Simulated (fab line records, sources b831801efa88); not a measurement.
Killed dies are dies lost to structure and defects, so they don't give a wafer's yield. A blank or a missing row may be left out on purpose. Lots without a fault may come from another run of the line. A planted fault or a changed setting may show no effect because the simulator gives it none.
Problem report in the 8D (eight disciplines) form, filled by code | flow gf180mcu | the parts of the form that need people (team, actions taken, sign-off) are left out

1. THE PROBLEM
run_length_s at GF_POLY_GATE_ETCH_13 reads a mean of 95.6 s on 3 wafers of 3 lots; wafers without a fault read 97.7 s with a standard deviation of 0.36. That is -5.7 standard deviations from the usual mean.
The step: etches poly-Si in HBr/Cl2, stops on SiO2, target depth 198.5 nm, time 69.6 s.
First seen on wafer L697.2, day 10 11:04, on rie_si-02. The record holds 20 wafers of 7 lots with a number at this step. Rule for "out", or "out of limits": more than 4 standard deviations from the usual mean. The other wafers with a number count as sound.

2. WHAT IT IS AND WHAT IT IS NOT
question                    | is                     | is not
which readings at this step | run_length_s           | drypump_motor_current_A, oes_product_au, throttle_valve_pct
which lots                  | L697, L698, L699       | L693, L696, L709, L712
which wafers of those lots  | L697.2, L698.2, L699.1 | L697.3, L697.5, L698.3, L698.6, L699.4
read on which tools         | rie_si-02              | rie_si-01
when                        | from day 10 11:04      | up to then (8 sound wafers); but 9 sound wafers of L698, L699, L709, L712 came after

3. SUSPECTS, AND WHAT RULES EACH OUT
Counting: a tool at a process step up to the reading stays a suspect if it ran every lot that is out. Sound lots after the first of them don't rule it out here, since some wafers of a struck lot are sound.
- rie_si-02 at GF_POLY_GATE_ETCH_13 (etches poly-Si in HBr/Cl2, stops on SiO2, target depth 198.5 nm, time 69.6 s): kept. It ran every lot that is out, first L697 (day 10 11:04); its last sound lot up to then is L696 (day 10 05:34). Its own readings are out on those wafers: run_length_s.
Left after counting: rie_si-02 at GF_POLY_GATE_ETCH_13.

4. THE CAUSE (what the simulator had put in)
Process parameter drift: rie_si-02, from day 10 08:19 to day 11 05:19, at GF_POLY_GATE_ETCH_13. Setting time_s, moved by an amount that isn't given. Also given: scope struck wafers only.
Counting left only this tool.

5. THE CHAIN OF EFFECTS, in route order
Each row: a reading whose mean over the struck wafers that have a number lies more than 3 standard deviations from the usual. Only readings for which the record gives a usual standard deviation are gone through. hours: the time from each lot's start at the first step in this table that gives one to its start at this step, as a median over the lots. sigmas: the change in usual standard deviations.
hours | step                 | reading      | usual  | on struck wafers | change | sigmas
0     | GF_POLY_GATE_ETCH_13 | run_length_s | 97.7 s | 95.6             | -2.1   | -5.7
The process steps in it:
- GF_POLY_GATE_ETCH_13: etches poly-Si in HBr/Cl2, stops on SiO2, target depth 198.5 nm, time 69.6 s.

6. WHAT WOULD HAVE CAUGHT IT SOONER
In this record the first reading out of limits was taken at day 10 11:04, 3 hours after the fault began at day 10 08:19.
